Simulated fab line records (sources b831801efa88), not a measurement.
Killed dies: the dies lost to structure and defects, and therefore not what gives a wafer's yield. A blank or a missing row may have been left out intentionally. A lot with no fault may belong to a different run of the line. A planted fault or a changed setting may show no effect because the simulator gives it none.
What tool caused it? + flow sky130 + 14 lots, 40 wafers sampled, at 2 steps of a route of 708

== WHAT EACH GAUGE READ, for each wafer ==
SKY_METAL1_THK_MEAS_06: measures by xrf. Usual: for METAL1_ALCU_THK the level is 250.2 nm and the standard deviation is 2.6.
| lot  | measured     | on            | METAL1_ALCU_THK (nm) | flag |
|------|--------------|---------------|----------------------|------|
| L856 | day 32 10:44 | film_metro-04 | 252.0 249.3 250.2    |      |
| L857 | day 32 14:05 | film_metro-04 | 251.4 247.8 249.0    |      |
| L859 | day 32 18:02 | film_metro-02 | 251.1 248.4 253.9    |      |
| L858 | day 32 19:51 | film_metro-02 | 249.4 251.2 250.8    |      |
| L861 | day 33 01:13 | film_metro-02 | 248.6 251.7 248.9    |      |
| L860 | day 33 05:20 | film_metro-03 | 251.0 252.3 248.8    |      |
| L862 | day 34 08:23 | film_metro-02 | 248.7 252.0 248.4    |      |
| L869 | day 35 20:26 | film_metro-04 | 246.7 248.3          |      |
| L870 | day 36 10:50 | film_metro-04 | 248.6 247.6          |      |
| L873 | day 37 07:12 | film_metro-04 | 250.8 247.4 247.6    |      |
| L874 | day 37 12:28 | film_metro-03 | 254.4 253.7 253.7    |      |
| L876 | day 38 01:51 | film_metro-03 | 255.7 253.8 254.0    |      |
| L877 | day 38 08:04 | film_metro-02 | 253.2 255.3 254.1    |      |
| L878 | day 38 16:07 | film_metro-02 | 245.6 246.1 247.6    |      |

== WHICH TOOL RAN EACH LOT (tool, then ch and the chambers of the sampled wafers, then the start) ==
| lot  | SKY_METAL1_SPUTTER_02        |
|------|------------------------------|
| L856 | pvd_sputter-03, day 32 10:30 |
| L857 | pvd_sputter-04, day 32 13:51 |
| L859 | pvd_sputter-04, day 32 17:49 |
| L858 | pvd_sputter-04, day 32 19:37 |
| L861 | pvd_sputter-04, day 33 01:00 |
| L860 | pvd_sputter-04, day 33 05:05 |
| L862 | pvd_sputter-03, day 34 08:10 |
| L869 | pvd_sputter-03, day 35 20:13 |
| L870 | pvd_sputter-01, day 36 10:37 |
| L873 | pvd_sputter-04, day 37 06:59 |
| L874 | pvd_sputter-01, day 37 12:14 |
| L876 | pvd_sputter-03, day 38 01:38 |
| L877 | pvd_sputter-03, day 38 07:51 |
| L878 | pvd_sputter-01, day 38 15:55 |
- SKY_METAL1_SPUTTER_02: material AlCu, target thk 250 nm, time 13.3 s.

== AS READ BY THE TOOLS THEMSELVES (means over the sampled wafers that have a number; for cases with no such wafer, the mark the record gives instead) ==
SKY_METAL1_SPUTTER_02. Usual: throttle_valve_pct reads 29.8 % (standard deviation 1.4).
| lot  | tool           | throttle_valve_pct (%) | flag |
|------|----------------|------------------------|------|
| L856 | pvd_sputter-03 | 30.0                   |      |
| L857 | pvd_sputter-04 | 29.2                   |      |
| L859 | pvd_sputter-04 | 31.1                   |      |
| L858 | pvd_sputter-04 | 29.7                   |      |
| L861 | pvd_sputter-04 | 29.7                   |      |
| L860 | pvd_sputter-04 | 29.8                   |      |
| L862 | pvd_sputter-03 | 29.8                   |      |
| L869 | pvd_sputter-03 | 29.4                   |      |
| L870 | pvd_sputter-01 | 29.6                   |      |
| L873 | pvd_sputter-04 | 29.8                   |      |
| L874 | pvd_sputter-01 | 29.9                   |      |
| L876 | pvd_sputter-03 | 29.2                   |      |
| L877 | pvd_sputter-03 | 29.5                   |      |
| L878 | pvd_sputter-01 | 30.3                   |      |

== THE ANSWER, worked out from the rows above alone ==
Rule: take the mean of a lot's wafers that have a number; if it is more than 3 standard deviations from the usual mean, the lot is off. A lot without any number at a reading at which 4 lots or more have one is off too. All remaining lots with rows at the step are treated as sound. After the gauges, taken in route order, come the tools' own readings; for these a lot's mean is taken, as printed above. The first step at which some lot is off is used, and at that step the reading that is off furthest; a lot without a number counts as furthest.
No lot is off at any reading shown: from this, nothing can be told.

== WHAT THE SIMULATOR PUT IN ==
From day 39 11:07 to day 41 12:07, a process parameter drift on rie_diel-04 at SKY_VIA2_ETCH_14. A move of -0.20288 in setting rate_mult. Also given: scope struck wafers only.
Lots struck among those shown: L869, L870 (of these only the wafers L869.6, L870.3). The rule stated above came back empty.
